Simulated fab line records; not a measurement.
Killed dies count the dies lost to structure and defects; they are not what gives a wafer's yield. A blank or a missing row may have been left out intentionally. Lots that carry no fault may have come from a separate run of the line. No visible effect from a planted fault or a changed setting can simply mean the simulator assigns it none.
Tool commonality check ; flow gf180mcu ; 12 lots, 36 wafers sampled

## REASON FOR OPENING
At GF_PSD_TW_MEAS_11 the reading PSD_TW is flagged on 2 of 12 lots. Wafers without a fault read 3180, standard deviation 32.
Rule: a lot gets a flag if all its wafers with a number sit over 4 standard deviations from that mean, or if no wafer of it has a number. All remaining lots are regarded as sound.

lot;measured;on;PSD_TW, wafer by wafer;flag
L129;day 14 00:02;film-metro-04;3188 3197 3203;
L133;day 15 12:20;film-metro-01;3445 3450 3444;FLAGGED
L136;day 16 14:06;film-metro-02;3402 3416 3407;FLAGGED
L141;day 18 08:25;film-metro-01;3201 3207 3202;
L142;day 19 03:11;film-metro-04;3196 3215 3202;
L143;day 19 11:54;film-metro-02;3130 3113 3113;
L144;day 20 02:30;film-metro-02;3157 3144 3146;
L145;day 20 08:22;film-metro-01;3209 3201 3230;
L147;day 20 21:02;film-metro-02;3136 3152 3160;
L149;day 21 07:20;film-metro-01;3212 3226 3206;
L150;day 21 23:30;film-metro-01;3196 3218 3208;
L152;day 22 10:31;film-metro-02;3139 3130 3132;
The numbers of the flagged lots are 3427 on average: +247 against the usual, or +8 standard deviations.

## WHICH TOOL EACH LOT WENT THROUGH
The record holds 2 process steps before the reading, out of a route of 602 steps. Each cell gives the tool, then ch followed by the chambers the sampled wafers passed through, then the start.
lot;flag;GF_PSD_IMPLANT_09;GF_PSD_STRIP_10
L129;;implanter-01 ch 0, day 13 23:49;plasma-asher-01 ch 1, day 13 23:56
L133;FLAGGED;implanter-03 ch 0, day 15 12:06;plasma-asher-01 ch 0,1, day 15 12:13
L136;FLAGGED;implanter-03 ch 0, day 16 13:51;plasma-asher-01 ch 0,1, day 16 14:00
L141;;implanter-02 ch 0, day 18 08:11;plasma-asher-04 ch 1, day 18 08:18
L142;;implanter-03 ch 0, day 19 02:56;plasma-asher-04 ch 1, day 19 03:04
L143;;implanter-01 ch 0, day 19 11:39;plasma-asher-01 ch 0,1, day 19 11:48
L144;;implanter-03 ch 0, day 20 02:15;plasma-asher-02 ch 0,1, day 20 02:24
L145;;implanter-03 ch 0, day 20 08:08;plasma-asher-01 ch 0,1, day 20 08:15
L147;;implanter-03 ch 0, day 20 20:49;plasma-asher-02 ch 0,1, day 20 20:57
L149;;implanter-02 ch 0, day 21 07:07;plasma-asher-02 ch 0,1, day 21 07:15
L150;;implanter-03 ch 0, day 21 23:15;plasma-asher-01 ch 0,1, day 21 23:24
L152;;implanter-03 ch 0, day 22 10:16;plasma-asher-04 ch 0,1, day 22 10:25
What these steps do:
- GF_PSD_IMPLANT_09
- GF_PSD_STRIP_10: strips in O2/N2.
- GF_PSD_TW_MEAS_11

## FLAGGED OVER TOTAL, TOOL BY TOOL (the gauges that took the reading come last)
step;tool;lots run;flagged;share of the flagged lots;sound lots run after its first flagged lot
GF_PSD_IMPLANT_09;implanter-01;2;0;none;-
GF_PSD_IMPLANT_09;implanter-02;2;0;none;-
GF_PSD_IMPLANT_09;implanter-03;8;2;all;6 (L142,L144,L145,L147,L150,L152)
GF_PSD_STRIP_10;plasma-asher-01;6;2;all;3 (L143,L145,L150)
GF_PSD_STRIP_10;plasma-asher-02;3;0;none;-
GF_PSD_STRIP_10;plasma-asher-04;3;0;none;-
GF_PSD_TW_MEAS_11;film-metro-01;5;1;some;4 (L141,L145,L149,L150)
GF_PSD_TW_MEAS_11;film-metro-02;5;1;some;4 (L143,L144,L147,L152)
GF_PSD_TW_MEAS_11;film-metro-04;2;0;none;-

## THE TABLE: WHAT IT ALLOWS
Table rows that saw every flagged lot: 2, namely implanter-03 at GF_PSD_IMPLANT_09 and plasma-asher-01 at GF_PSD_STRIP_10.
- implanter-03 at GF_PSD_IMPLANT_09: 2 of its 8 lots flagged. Sound lots followed the first flagged one (L142, L144, L145, L147, L150, L152) on it, something a lasting fault affecting the whole tool could not allow. Its own readings lie more than 4 standard deviations out on every wafer of the flagged lots: beam-energy-keV.
- plasma-asher-01 at GF_PSD_STRIP_10: 2 of its 6 lots flagged. Sound lots followed the first flagged one (L143, L145, L150) on it, something a lasting fault affecting the whole tool could not allow. Its own readings lie more than 4 standard deviations out on every wafer of the flagged lots: oes-product-au, strip-time-to-endpoint-s.
There is no row in the table that ran each flagged lot and no sound lot after the first.

## WHAT THE SIMULATOR PUT IN
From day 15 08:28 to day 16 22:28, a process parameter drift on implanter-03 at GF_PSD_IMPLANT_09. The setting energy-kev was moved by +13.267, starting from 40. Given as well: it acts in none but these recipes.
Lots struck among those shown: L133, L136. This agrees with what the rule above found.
